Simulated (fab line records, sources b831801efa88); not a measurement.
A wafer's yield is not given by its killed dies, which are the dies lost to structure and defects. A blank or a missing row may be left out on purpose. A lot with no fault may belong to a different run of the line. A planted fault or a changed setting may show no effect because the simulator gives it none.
The tool behind it: which one? / flow gf180mcu / 35 wafers from 12 lots sampled at 4 of the route's 602 steps

## WHAT THE GAUGES READ, wafer by wafer
GF_PSD_OVL_MEAS_08.
lot=L299; measured=day 14 05:14; on=overlay-01; PSD_OVL (nm)=2.3 1.3 1.4
lot=L300; measured=day 14 09:07; on=overlay-01; PSD_OVL (nm)=0.5 1.4 -0.3
lot=L301; measured=day 14 17:29; on=overlay-02; PSD_OVL (nm)=2.1 2.9 2.2
lot=L302; measured=day 15 05:59; on=overlay-01; PSD_OVL (nm)=1.5 1.1 0.7
lot=L303; measured=day 15 06:59; on=overlay-01; PSD_OVL (nm)=2.9 2.0 1.6
lot=L304; measured=day 15 20:13; on=overlay-01; PSD_OVL (nm)=3.7 1.9 2.8
lot=L305; measured=day 16 05:17; on=overlay-02; PSD_OVL (nm)=1.7 1.0 2.3
lot=L306; measured=day 16 11:59; on=overlay-02; PSD_OVL (nm)=1.9 1.9 1.9
lot=L313; measured=day 19 06:54; on=overlay-01; PSD_OVL (nm)=1.4 2.2
lot=L319; measured=day 21 03:37; on=overlay-02; PSD_OVL (nm)=2.2 2.8 1.7
lot=L321; measured=day 21 18:18; on=overlay-01; PSD_OVL (nm)=-0.4 -1.6 -1.2
lot=L322; measured=day 22 00:14; on=overlay-02; PSD_OVL (nm)=0.1 -0.6 -0.4

GF_CONTACT_BOW_MEAS_05.
lot=L299; measured=day 15 04:33; on=film metro-01; CONTACT_BOW (um)=71 69 67
lot=L300; measured=day 15 09:05; on=film metro-02; CONTACT_BOW (um)=63 64 71
lot=L301; measured=day 15 17:43; on=film metro-02; CONTACT_BOW (um)=68 69 57
lot=L302; measured=day 16 06:24; on=film metro-01; CONTACT_BOW (um)=57 62 63
lot=L303; measured=day 16 07:17; on=film metro-04; CONTACT_BOW (um)=63 76 60
lot=L304; measured=day 16 20:25; on=film metro-04; CONTACT_BOW (um)=66 57 76
lot=L305; measured=day 17 06:17; on=film metro-04; CONTACT_BOW (um)=71 57 63
lot=L306; measured=day 17 13:10; on=film metro-02; CONTACT_BOW (um)=75 60 65
lot=L313; measured=day 20 08:16; on=film metro-04; CONTACT_BOW (um)=61 55
lot=L319; measured=day 22 05:01; on=film metro-01; CONTACT_BOW (um)=66 73 75
lot=L321; measured=day 22 19:49; on=film metro-04; CONTACT_BOW (um)=69 64 68
lot=L322; measured=day 23 01:01; on=film metro-01; CONTACT_BOW (um)=71 70 59

GF_V4_THK_MEAS_01.
lot=L299; measured=day 23 08:50; on=film metro-02; V4_CVD_00_THK (nm)=616 610 617
lot=L300; measured=day 23 13:58; on=film metro-02; V4_CVD_00_THK (nm)=602 595 605
lot=L301; measured=day 23 20:40; on=film metro-01; V4_CVD_00_THK (nm)=602 598 599
lot=L302; measured=day 24 11:23; on=film metro-02; V4_CVD_00_THK (nm)=604 606 608
lot=L303; measured=day 24 12:35; on=film metro-02; V4_CVD_00_THK (nm)=602 603 603
lot=L304; measured=day 25 01:32; on=film metro-02; V4_CVD_00_THK (nm)=609 599 605
lot=L305; measured=day 25 10:32; on=film metro-01; V4_CVD_00_THK (nm)=602 608 607
lot=L306; measured=day 25 16:34; on=film metro-04; V4_CVD_00_THK (nm)=590 595 585
lot=L313; measured=day 28 04:55; on=film metro-01; V4_CVD_00_THK (nm)=604 607
lot=L319; measured=day 29 16:38; on=film metro-04; V4_CVD_00_THK (nm)=600 589 596
lot=L321; measured=day 30 05:43; on=film metro-02; V4_CVD_00_THK (nm)=592 601 598
lot=L322; measured=day 30 10:17; on=film metro-02; V4_CVD_00_THK (nm)=605 599 591

## TOOL THAT RAN EACH LOT (tool first, then ch and the chambers of the sampled wafers, then the start)
lot=L299; GF_M3_SOFTBAKE_10=litho track-04 ch 0, day 20 19:22
lot=L300; GF_M3_SOFTBAKE_10=litho track-03 ch 0, day 21 01:16
lot=L301; GF_M3_SOFTBAKE_10=litho track-02 ch 0, day 21 08:01
lot=L302; GF_M3_SOFTBAKE_10=litho track-02 ch 0, day 21 23:32
lot=L303; GF_M3_SOFTBAKE_10=litho track-02 ch 0, day 22 00:07
lot=L304; GF_M3_SOFTBAKE_10=litho track-04 ch 0, day 22 12:52
lot=L305; GF_M3_SOFTBAKE_10=litho track-03 ch 0, day 22 23:01
lot=L306; GF_M3_SOFTBAKE_10=litho track-02 ch 0, day 23 04:44
lot=L313; GF_M3_SOFTBAKE_10=litho track-03 ch 0, day 25 20:26
lot=L319; GF_M3_SOFTBAKE_10=litho track-04 ch 0, day 27 13:27
lot=L321; GF_M3_SOFTBAKE_10=litho track-04 ch 0, day 28 01:39
lot=L322; GF_M3_SOFTBAKE_10=litho track-03 ch 0, day 28 07:20
- GF_M3_SOFTBAKE_10: time 60 s.

## WHAT THE TOOLS THEMSELVES READ (means of the sampled wafers that have a number; where no wafer has one, the mark that the record gives instead)
GF_M3_SOFTBAKE_10.
lot=L299; tool=litho track-04; heater power total W (W)=93.04; run length s (s)=89.27
lot=L300; tool=litho track-03; heater power total W (W)=93.07; run length s (s)=89.10
lot=L301; tool=litho track-02; heater power total W (W)=93.12; run length s (s)=88.96
lot=L302; tool=litho track-02; heater power total W (W)=92.99; run length s (s)=89.00
lot=L303; tool=litho track-02; heater power total W (W)=93.04; run length s (s)=89.01
lot=L304; tool=litho track-04; heater power total W (W)=93.07; run length s (s)=89.13
lot=L305; tool=litho track-03; heater power total W (W)=93.00; run length s (s)=89.26
lot=L306; tool=litho track-02; heater power total W (W)=93.04; run length s (s)=89.10
lot=L313; tool=litho track-03; heater power total W (W)=94.00; run length s (s)=87.42
lot=L319; tool=litho track-04; heater power total W (W)=93.02; run length s (s)=89.25
lot=L321; tool=litho track-04; heater power total W (W)=93.04; run length s (s)=89.37
lot=L322; tool=litho track-03; heater power total W (W)=93.05; run length s (s)=89.17

## THE ANSWER, worked out from the rows above alone
Rule: the lots themselves supply what counts as usual. The widest of any qualifying gaps counts: lots, ordered by their means at a reading, are off when they make up no more than a third of the lots, leave a main group of 4 or more, and stand apart from it by 3 or more times the standard deviation of that group's means. A main group is skipped when, at the precision printed for the reading in the tables above, its means are all equal. Also off: a lot with no number at a reading for which 4 or more lots have one. Where the step has rows for the other lots, those lots are counted as sound. First the gauges in route order, then the tools' own readings, where a lot's mean is used as printed above. At the first step where some lot is off, the reading lying furthest off is the one used; lots without a number count as furthest.
Off at GF_M3_SOFTBAKE_10 (heater power total W): L313. The main group: mean 93.04 W, standard deviation 0.034.
A tool fits if, at that step or a process step before it, it ran every lot that is off, and no sound lot after the first of them. No candidate that was tried fits.

## WHAT THE SIMULATOR HAD PUT IN
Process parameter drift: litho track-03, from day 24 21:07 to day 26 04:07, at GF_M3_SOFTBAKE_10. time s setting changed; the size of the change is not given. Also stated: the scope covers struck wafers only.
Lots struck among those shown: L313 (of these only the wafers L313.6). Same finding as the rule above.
